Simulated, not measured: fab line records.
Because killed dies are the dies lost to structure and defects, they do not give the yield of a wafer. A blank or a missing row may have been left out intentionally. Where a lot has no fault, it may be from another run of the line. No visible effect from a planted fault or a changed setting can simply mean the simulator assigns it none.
Chamber matching + flow sky130 + 4 sister chambers for SKY_LI_CONTACT_ETCH_14 on rie_diel-02
The step etches BARC in N2/H2, stops on SiO2, time 45.9 s, target depth 60 nm. 16 wafers are shown with their chamber, then 8 later ones without.

== WAFERS PAIRED WITH THEIR CHAMBERS ==
| wafer  | chamber | oes_product_au (a.u.) | throttle_valve_pct (%) |
|--------|---------|-----------------------|------------------------|
| L077.3 | 0       | 0.862                 | 13.227                 |
| L077.4 | 2       | 0.861                 | 13.224                 |
| L077.5 | 1       | 0.854                 | 13.228                 |
| L081.2 | 0       | 0.852                 | 13.227                 |
| L081.3 | 3       | 0.860                 | 13.223                 |
| L081.5 | 3       | 0.851                 | 13.221                 |
| L086.2 | 3       | 0.859                 | 13.229                 |
| L086.5 | 1       | 0.857                 | 13.210                 |
| L086.6 | 3       | 0.860                 | 13.233                 |
| L089.3 | 0       | 0.857                 | 13.241                 |
| L089.4 | 1       | 0.842                 | 13.233                 |
| L089.5 | 1       | 0.849                 | 13.241                 |
| L093.1 | 3       | 0.861                 | 13.221                 |
| L093.3 | 2       | 0.845                 | 13.232                 |
| L093.5 | 1       | 0.868                 | 13.222                 |
| L096.1 | 0       | 0.851                 | 13.226                 |

SIGNATURES, as means of the wafers listed above
| reading            | chamber 0 | chamber 1 | chamber 2 | chamber 3 | scatter within a chamber |
|--------------------|-----------|-----------|-----------|-----------|--------------------------|
| oes_product_au     | 0.85550   | 0.85400   | 0.85300   | 0.85820   | 0.00734                  |
| throttle_valve_pct | 13.23025  | 13.22680  | 13.22800  | 13.22540  | 0.00841                  |
Rule: for each reading, subtract the chamber's mean from the wafer's reading, divide by that reading's scatter and square the result; add these up over the readings and take the root, which gives the wafer's distance from the chamber. The wafer belongs to the nearest chamber; if the next one is less than 2 further off, it can't be placed. The scatter: take each reading less its chamber's mean, square it, sum over the shown wafers, divide by the number of wafers less the number of chambers, and take the root.

== WAFERS WHOSE CHAMBER IS MISSING ==
| wafer  | oes_product_au (a.u.) | throttle_valve_pct (%) |
|--------|-----------------------|------------------------|
| L096.2 | 0.852                 | 13.219                 |
| L096.3 | 0.856                 | 13.226                 |
| L096.4 | 0.847                 | 13.234                 |
| L096.5 | 0.849                 | 13.213                 |
| L096.6 | 0.856                 | 13.219                 |
| L097.1 | 0.855                 | 13.228                 |
| L097.3 | 0.854                 | 13.214                 |
| L097.4 | 0.854                 | 13.220                 |

== WHICH CHAMBER EACH WENT THROUGH ==
| wafer  | from the rows above               | in truth |
|--------|-----------------------------------|----------|
| L096.2 | can't be placed: 1 or 2 or 3 or 0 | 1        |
| L096.3 | can't be placed: 1 or 3 or 2 or 0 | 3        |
| L096.4 | can't be placed: 2 or 0 or 1 or 3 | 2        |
| L096.5 | can't be placed: 1 or 2 or 3 or 0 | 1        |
| L096.6 | can't be placed: 3 or 1 or 2 or 0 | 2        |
| L097.1 | can't be placed: 1 or 2 or 0 or 3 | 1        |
| L097.3 | can't be placed: 3 or 1 or 2 or 0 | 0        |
| L097.4 | can't be placed: 1 or 3 or 2 or 0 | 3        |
Placed correctly: 0 of 8. Cannot be placed on the basis of these rows: 8; the candidates contain the true chamber in 8. Placed wrongly: 0.
